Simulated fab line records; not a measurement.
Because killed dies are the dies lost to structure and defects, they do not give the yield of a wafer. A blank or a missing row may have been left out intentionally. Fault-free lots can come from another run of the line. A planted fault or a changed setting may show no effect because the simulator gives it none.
Which tool is to blame? + flow sky130 + 14 lots with 42 wafers sampled at 5 steps, on a route of 708 steps

WHAT THE GAUGES SHOWED, per wafer
SKY_VT_ADJUST_LVTN_OVL_MEAS_07. Usual: VT_ADJUST_LVTN_OVL gives 0.1 nm (standard deviation 1.6).
| lot  | measured     | on         | VT_ADJUST_LVTN_OVL (nm) | flag |
|------|--------------|------------|-------------------------|------|
| L892 | day 7 00:13  | overlay-01 | -1.3 -0.1 0.6           |      |
| L893 | day 7 04:59  | overlay-01 | -0.4 -1.0 -1.2          |      |
| L894 | day 7 12:40  | overlay-01 | 0.6 1.3 -1.0            |      |
| L895 | day 7 19:25  | overlay-02 | 0.2 1.2 2.0             |      |
| L898 | day 8 13:40  | overlay-02 | 1.0 0.1 1.0             |      |
| L899 | day 8 21:45  | overlay-01 | -0.2 1.7 1.7            |      |
| L900 | day 9 05:22  | overlay-01 | 2.0 2.8 2.6             |      |
| L901 | day 9 08:55  | overlay-01 | 1.9 1.7 2.1             |      |
| L902 | day 9 16:29  | overlay-01 | 0.5 0.0 -0.4            |      |
| L903 | day 9 22:08  | overlay-02 | -1.8 -2.0 -2.3          |      |
| L906 | day 10 17:42 | overlay-01 | 3.1 3.7 2.3             |      |
| L911 | day 12 10:41 | overlay-02 | 2.5 1.4 1.5             |      |
| L912 | day 12 11:02 | overlay-01 | -3.9 -2.8 -1.6          |      |
| L913 | day 12 19:46 | overlay-01 | -0.4 1.0 1.1            |      |

SKY_VT_ADJUST_PCH_TW_MEAS_10. Usual: VT_ADJUST_PCH_TW gives 143.2 (standard deviation 1.5).
| lot  | measured     | on            | VT_ADJUST_PCH_TW  | flag |
|------|--------------|---------------|-------------------|------|
| L892 | day 10 13:25 | film metro-03 | 140.7 139.3 140.1 |      |
| L893 | day 10 19:52 | film metro-01 | 143.6 143.3 143.9 |      |
| L894 | day 11 04:15 | film metro-02 | 143.5 143.4 142.7 |      |
| L895 | day 11 12:50 | film metro-03 | 140.6 140.2 140.4 |      |
| L898 | day 12 10:16 | film metro-03 | 140.6 140.2 140.9 |      |
| L899 | day 12 18:48 | film metro-01 | 143.5 143.4 144.1 |      |
| L900 | day 13 07:33 | film metro-01 | 143.1 143.9 143.6 |      |
| L901 | day 13 08:13 | film metro-01 | 144.2 143.4 143.2 |      |
| L902 | day 13 17:17 | film metro-02 | 142.7 142.6 142.7 |      |
| L903 | day 14 00:05 | film metro-01 | 144.6 144.6 145.6 |      |
| L906 | day 14 21:32 | film metro-01 | 145.3 145.5 145.3 |      |
| L911 | day 16 19:22 | film metro-02 | 142.3 142.4 143.9 |      |
| L912 | day 16 19:54 | film metro-02 | 143.4 142.6 142.4 |      |
| L913 | day 17 06:20 | film metro-02 | 144.0 143.6 144.2 |      |

SKY_SONOS_ONO_THK_MEAS_05. Usual: SONOS_ONO_CVD_04_THK gives 5.67 nm (standard deviation 0.1).
| lot  | measured     | on            | SONOS_ONO_CVD_04_THK (nm) | flag |
|------|--------------|---------------|---------------------------|------|
| L892 | day 11 20:28 | film metro-04 | 5.81 5.80 5.72            |      |
| L893 | day 12 00:52 | film metro-04 | 5.75 5.70 5.67            |      |
| L894 | day 12 09:17 | film metro-04 | 5.70 5.74 5.69            |      |
| L895 | day 12 17:49 | film metro-04 | 5.55 5.52 5.49            |      |
| L898 | day 13 15:35 | film metro-01 | 5.76 5.67 5.63            |      |
| L899 | day 14 05:31 | film metro-01 | 5.55 5.53 5.63            |      |
| L900 | day 14 23:23 | film metro-01 | 5.78 5.81 5.82            |      |
| L901 | day 14 23:27 | film metro-04 | 5.67 5.68 5.50            |      |
| L902 | day 15 02:28 | film metro-04 | 5.54 5.58 5.64            |      |
| L903 | day 15 07:47 | film metro-01 | 5.73 5.78 5.69            |      |
| L906 | day 16 06:20 | film metro-03 | 5.70 5.66 5.55            |      |
| L911 | day 18 05:18 | film metro-04 | 4.86 4.83 4.81            | OFF  |
| L912 | day 18 06:52 | film metro-04 | 4.68 4.70 4.63            | OFF  |
| L913 | day 18 17:50 | film metro-04 | 4.76 4.82 4.75            | OFF  |

SKY_LDD_HVN_OVL_MEAS_07. Usual: LDD_HVN_OVL gives -0.8 nm (standard deviation 1.5).
| lot  | measured     | on         | LDD_HVN_OVL (nm) | flag |
|------|--------------|------------|------------------|------|
| L892 | day 20 11:34 | overlay-01 | -1.1 -0.4 -0.2   |      |
| L893 | day 21 01:07 | overlay-01 | 2.1 2.5 2.0      |      |
| L894 | day 21 01:53 | overlay-01 | -0.4 -1.2 -0.4   |      |
| L895 | day 21 15:33 | overlay-01 | 0.3 -0.9 0.3     |      |
| L898 | day 22 15:18 | overlay-02 | -2.2 -1.1 -2.2   |      |
| L899 | day 23 07:24 | overlay-01 | -1.7 -2.4 -1.9   |      |
| L900 | day 24 01:19 | overlay-02 | -0.4 0.1 -0.3    |      |
| L901 | day 24 02:50 | overlay-01 | -2.1 -3.5 -2.5   |      |
| L902 | day 24 06:50 | overlay-01 | -1.0 -2.0 -1.5   |      |
| L903 | day 24 12:48 | overlay-01 | 0.3 1.5 1.9      |      |
| L906 | day 25 17:21 | overlay-02 | -1.9 -1.2 -2.3   |      |
| L911 | day 27 10:25 | overlay-02 | -0.7 0.2 0.6     |      |
| L912 | day 27 12:34 | overlay-01 | 1.9 2.1 0.1      |      |
| L913 | day 27 21:26 | overlay-02 | -1.7 -1.7 -0.9   |      |

WHICH TOOL RAN EACH LOT (tool, then ch and the chambers of the sampled wafers, then the start)
| lot  | SKY_SONOS_ONO_CVD_04        |
|------|-----------------------------|
| L892 | lpcvd-03 ch 1, day 11 19:13 |
| L893 | lpcvd-03 ch 1, day 11 23:35 |
| L894 | lpcvd-03 ch 1, day 12 08:02 |
| L895 | lpcvd-03 ch 1, day 12 16:34 |
| L898 | lpcvd-03 ch 0, day 13 14:20 |
| L899 | lpcvd-03 ch 1, day 14 04:16 |
| L900 | lpcvd-03 ch 0, day 14 22:08 |
| L901 | lpcvd-03 ch 0, day 14 22:08 |
| L902 | lpcvd-03 ch 1, day 15 01:13 |
| L903 | lpcvd-03 ch 0, day 15 06:32 |
| L906 | lpcvd-03 ch 0, day 16 05:04 |
| L911 | lpcvd-03 ch 0, day 18 04:03 |
| L912 | lpcvd-03 ch 0, day 18 05:37 |
| L913 | lpcvd-03 ch 1, day 18 16:35 |
- SKY_SONOS_ONO_CVD_04: deposits SiO2 from SiH4/N2O, target thk 5.7199 nm.

AS READ BY THE TOOLS THEMSELVES (means over the sampled wafers that have a number; for cases with no such wafer, the mark the record gives instead)
SKY_SONOS_ONO_CVD_04. Usual: spike tc top C 911.9 C, standard deviation 1.3; spike tc upper C 900.2 C, standard deviation 1.5.
| lot  | tool     | spike tc top C (C) | spike tc upper C (C) | flag |
|------|----------|--------------------|----------------------|------|
| L892 | lpcvd-03 | 911.5              | 901.1                |      |
| L893 | lpcvd-03 | 911.1              | 901.8                |      |
| L894 | lpcvd-03 | 910.5              | 901.1                |      |
| L895 | lpcvd-03 | 910.8              | 901.5                |      |
| L898 | lpcvd-03 | 912.7              | 899.0                |      |
| L899 | lpcvd-03 | 911.7              | 901.4                |      |
| L900 | lpcvd-03 | 913.6              | 899.5                |      |
| L901 | lpcvd-03 | 912.8              | 899.3                |      |
| L902 | lpcvd-03 | 910.8              | 901.9                |      |
| L903 | lpcvd-03 | 913.2              | 898.9                |      |
| L906 | lpcvd-03 | 913.2              | 898.2                |      |
| L911 | lpcvd-03 | 913.2              | 898.9                |      |
| L912 | lpcvd-03 | 911.9              | 899.7                |      |
| L913 | lpcvd-03 | 910.6              | 901.2                |      |

THE ANSWER, worked out from the rows above alone
Rule: lot off if the mean of its wafers having a number is beyond 3 standard deviations from the usual mean. Also off: a lot with no number at a reading for which 4 or more lots have one. All remaining lots with rows at the step are treated as sound. First the gauges in route order, then the tools' own readings, where a lot's mean is used as printed above. At the first step where some lot is off, the reading lying furthest off is the one used; lots without a number count as furthest.
Off: L911, L912, L913, at SKY_SONOS_ONO_THK_MEAS_05 (SONOS_ONO_CVD_04_THK).
A tool fits if, at a process step before that reading, it ran every lot that is off, and no sound lot after the first of them. Those tools and the gauges at SKY_SONOS_ONO_THK_MEAS_05 are tried in the same way. This does not decide it: 2 tools fit, namely lpcvd-03 at SKY_SONOS_ONO_CVD_04 and film metro-04 at SKY_SONOS_ONO_THK_MEAS_05.

WHAT THE SIMULATOR HAD PUT IN
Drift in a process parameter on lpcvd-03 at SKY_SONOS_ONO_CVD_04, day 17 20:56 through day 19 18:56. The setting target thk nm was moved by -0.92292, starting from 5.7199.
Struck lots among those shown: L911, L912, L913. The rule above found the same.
